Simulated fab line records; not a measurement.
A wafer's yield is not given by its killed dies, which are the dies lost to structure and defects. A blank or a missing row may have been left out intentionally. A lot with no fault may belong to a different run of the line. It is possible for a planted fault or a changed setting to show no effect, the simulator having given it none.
A struck lot beside a sound one    flow gf180mcu    14 steps out of a route of 602
Sound: these wafers, L352.1, L352.3, L352.4. Wafers L357.2, L357.3, L357.5 were the ones struck. At the end, the cause is stated.
Each step with rows lists, per side, the tool, then ch with its chambers, then its first start. Under that, the readings that differ: sound wafers    struck wafers    difference of the means    sigmas: that difference in standard deviations of wafers without a fault.
alike: a reading whose means differ by less than 2 such deviations, as well as words and numbers matching on both sides. not compared: withheld readings; readings where some wafer has no value; bounds like >300 that might hide an equal value; numbers whose values overlap and for which the record gives no deviation.
Wherever a step has rows on one side only, a row that says differs or no value, or a row with sigmas, the two part there. When numbers do not overlap yet have no deviation, they are printed without sigmas and do not part them. A reading that every wafer of one side lacks parts them only if that side has two wafers or more.

first, 4 steps without rows for these wafers: GF_V4_STRIP_18 (strips in O2/N2); GF_V4_STRIP_19 (strips in post etch residue remover, time 1200 s); GF_V4_CLEAN_20 (cleans in DIW); GF_V4_SPUTTER_21 (material Ti, target thk 15 nm, time 80.02 s).
GF_V4_SPUTTER_22: material TiN, target thk 10 nm, time 40 s.
  sound on pvdSputter-03, day 24 20:11; struck on pvdSputter-02, day 26 07:40
  alike: cathodeDcPowerW, chamberPressurePa, throttleValvePct
GF_V4_CVD_23: deposits W, target thk 350 nm, time 104.9 s.
  sound on cvdW-01 ch 0,1, day 24 20:13; struck on cvdW-02 ch 0,1, day 26 07:42
  alike: heaterPowerW
GF_V4_RS_MEAS_24: measurement is done with a four-point probe.
  sound on filmMetro-01, day 24 20:20; struck on filmMetro-03, day 26 07:50
  alike: V4_W_RS
GF_V4_THK_MEAS_25: measures by xrf.
  sound on filmMetro-01, day 24 20:27; struck on filmMetro-03, day 26 07:57
  alike: V4_W_THK
GF_V4_CMP_26: polishes, stops on SiO2, t overpolish 15 s, target thk 0 nm.
  sound on cmp-01 ch 0,2,3, day 24 20:31; struck on cmp-01 ch 0,2,3, day 26 08:00
  alike: edgeZonePressureFrac, motorCurrentA, overpolishRunS, timeToEndpointS
GF_MIM_SPUTTER_00: material Ti, target thk 37.5 nm, time 150 s.
  sound on pvdSputter-04, day 24 20:49; struck on pvdSputter-02, day 26 08:18
  alike: cathodeDcPowerW, chamberPressurePa, throttleValvePct
then, 1 step without rows for these wafers: GF_MIM_SPUTTER_01 (material TiN, target thk 30 nm, time 25 s).
GF_MIM_SPUTTER_02: material AlCu, target thk 450 nm, time 23.9 s.
  sound on pvdSputter-04, day 24 20:57; struck on pvdSputter-02, day 26 08:26
  alike: cathodeDcPowerW, chamberPressurePa, throttleValvePct
GF_MIM_SPUTTER_03: material Ti, target thk 10 nm, time 6.7 s.
  sound on pvdSputter-04, day 24 20:59; struck on pvdSputter-02, day 26 08:28
  no value came back on the struck wafers for cathodeDcPowerW (W), chamberPressurePa (Pa), throttleValvePct (%); on the sound wafers cathodeDcPowerW (W) reads 2999.5 2999.6 3000.1
then, 1 step without rows for these wafers: GF_MIM_SPUTTER_04 (material TiN, target thk 50 nm, time 41.7 s).

## WHERE THEY PART
Only at GF_MIM_SPUTTER_03, as far as this record shows.

WHY: the cause the simulator had injected
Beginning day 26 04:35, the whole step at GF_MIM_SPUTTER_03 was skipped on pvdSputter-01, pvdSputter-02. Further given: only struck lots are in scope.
